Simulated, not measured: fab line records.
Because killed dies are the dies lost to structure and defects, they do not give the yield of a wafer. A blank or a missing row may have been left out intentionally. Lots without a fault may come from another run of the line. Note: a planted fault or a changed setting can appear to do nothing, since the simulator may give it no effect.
Check of tool commonality / flow gf180mcu / Lots sampled 12, wafers sampled 36

## REASON FOR OPENING
At GF_MVSD_TW_MEAS_11 the reading MVSD_TW is flagged on 2 of 12 lots. Fault-free wafers read 1586, with a standard deviation of 14.
Rule: flag the lot when none of its wafers has a number, or when each of its wafers that has one lies beyond 4 standard deviations from that mean. As for the other lots, they are considered sound.

lot=L779; measured=day 5 02:43; on=filmMetro-02; MVSD_TW, wafer by wafer=1591 1603 1586; flag=
lot=L780; measured=day 5 03:03; on=filmMetro-04; MVSD_TW, wafer by wafer=1568 1569 1571; flag=
lot=L781; measured=day 5 08:37; on=filmMetro-04; MVSD_TW, wafer by wafer=1558 1557 1570; flag=
lot=L782; measured=day 5 20:22; on=filmMetro-04; MVSD_TW, wafer by wafer=1566 1569 1570; flag=
lot=L784; measured=day 6 05:27; on=filmMetro-03; MVSD_TW, wafer by wafer=1589 1597 1594; flag=
lot=L785; measured=day 6 09:41; on=filmMetro-03; MVSD_TW, wafer by wafer=1596 1598 1594; flag=
lot=L787; measured=day 6 20:35; on=filmMetro-02; MVSD_TW, wafer by wafer=1587 1590 1590; flag=
lot=L792; measured=day 8 01:13; on=filmMetro-03; MVSD_TW, wafer by wafer=1599 1607 1607; flag=
lot=L793; measured=day 8 07:13; on=filmMetro-04; MVSD_TW, wafer by wafer=1577 1575 1572; flag=
lot=L795; measured=day 8 16:35; on=filmMetro-04; MVSD_TW, wafer by wafer=1488 1499 1494; flag=FLAGGED
lot=L798; measured=day 9 09:11; on=filmMetro-04; MVSD_TW, wafer by wafer=1478 1484 1488; flag=FLAGGED
lot=L800; measured=day 10 04:39; on=filmMetro-04; MVSD_TW, wafer by wafer=1579 1576 1578; flag=
Average over the flagged lots: 1488; offset from the usual -98, equal to -7 standard deviations.

## WHICH TOOL EACH LOT WENT THROUGH
The record holds 1 process step before the reading, out of a route of 602 steps. Every cell lists first the tool, next ch and the chambers used by the sampled wafers, and last the start.
lot=L779; flag=; GF_MVSD_IMPLANT_08=implanter-04 ch 0, day 5 02:19
lot=L780; flag=; GF_MVSD_IMPLANT_08=implanter-02 ch 0, day 5 02:39
lot=L781; flag=; GF_MVSD_IMPLANT_08=implanter-04 ch 0, day 5 08:13
lot=L782; flag=; GF_MVSD_IMPLANT_08=implanter-02 ch 0, day 5 20:00
lot=L784; flag=; GF_MVSD_IMPLANT_08=implanter-01 ch 0, day 6 05:03
lot=L785; flag=; GF_MVSD_IMPLANT_08=implanter-04 ch 0, day 6 09:17
lot=L787; flag=; GF_MVSD_IMPLANT_08=implanter-02 ch 0, day 6 20:11
lot=L792; flag=; GF_MVSD_IMPLANT_08=implanter-01 ch 0, day 8 00:50
lot=L793; flag=; GF_MVSD_IMPLANT_08=implanter-04 ch 0, day 8 06:50
lot=L795; flag=FLAGGED; GF_MVSD_IMPLANT_08=implanter-04 ch 0, day 8 16:11
lot=L798; flag=FLAGGED; GF_MVSD_IMPLANT_08=implanter-04 ch 0, day 9 08:47
lot=L800; flag=; GF_MVSD_IMPLANT_08=implanter-02 ch 0, day 10 04:16
These steps, and what they do:
- GF_MVSD_IMPLANT_08
- GF_MVSD_TW_MEAS_11

## FLAGGED AGAINST TOTAL, ONE TOOL AT A TIME (gauges that did the reading follow at the end)
step=GF_MVSD_IMPLANT_08; tool=implanter-01; lots run=2; flagged=0; share of the flagged lots=none; sound lots run after its first flagged lot=-
step=GF_MVSD_IMPLANT_08; tool=implanter-02; lots run=4; flagged=0; share of the flagged lots=none; sound lots run after its first flagged lot=-
step=GF_MVSD_IMPLANT_08; tool=implanter-04; lots run=6; flagged=2; share of the flagged lots=all; sound lots run after its first flagged lot=0
step=GF_MVSD_TW_MEAS_11; tool=filmMetro-02; lots run=2; flagged=0; share of the flagged lots=none; sound lots run after its first flagged lot=-
step=GF_MVSD_TW_MEAS_11; tool=filmMetro-03; lots run=3; flagged=0; share of the flagged lots=none; sound lots run after its first flagged lot=-
step=GF_MVSD_TW_MEAS_11; tool=filmMetro-04; lots run=7; flagged=2; share of the flagged lots=all; sound lots run after its first flagged lot=1 (L800)

## WHAT THE TABLE ALLOWS
Every flagged lot went through 2 rows of the table: implanter-04 at GF_MVSD_IMPLANT_08 and filmMetro-04 at GF_MVSD_TW_MEAS_11.
- implanter-04 at GF_MVSD_IMPLANT_08: 2 of its 6 lots flagged. Last sound lot L793 at day 8 06:50, first flagged lot L795 at day 8 16:11; a fault beginning in between fits. Its own readings (doseIonsCm2, faradayCurrentUA) fall more than 4 standard deviations out on all wafers of the flagged lots.
- filmMetro-04 at GF_MVSD_TW_MEAS_11: 2 of its 7 lots flagged. After the first flagged lot (L800), sound lots still ran on it; a lasting fault on the whole tool would not permit that.
What remains is a single tool, implanter-04 at GF_MVSD_IMPLANT_08.

## WHAT THE SIMULATOR HAD INSERTED
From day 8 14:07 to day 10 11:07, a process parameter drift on implanter-04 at GF_MVSD_IMPLANT_08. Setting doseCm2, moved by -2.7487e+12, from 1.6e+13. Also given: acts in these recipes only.
Shown lots that were struck: L795, L798. The rule above found the same.
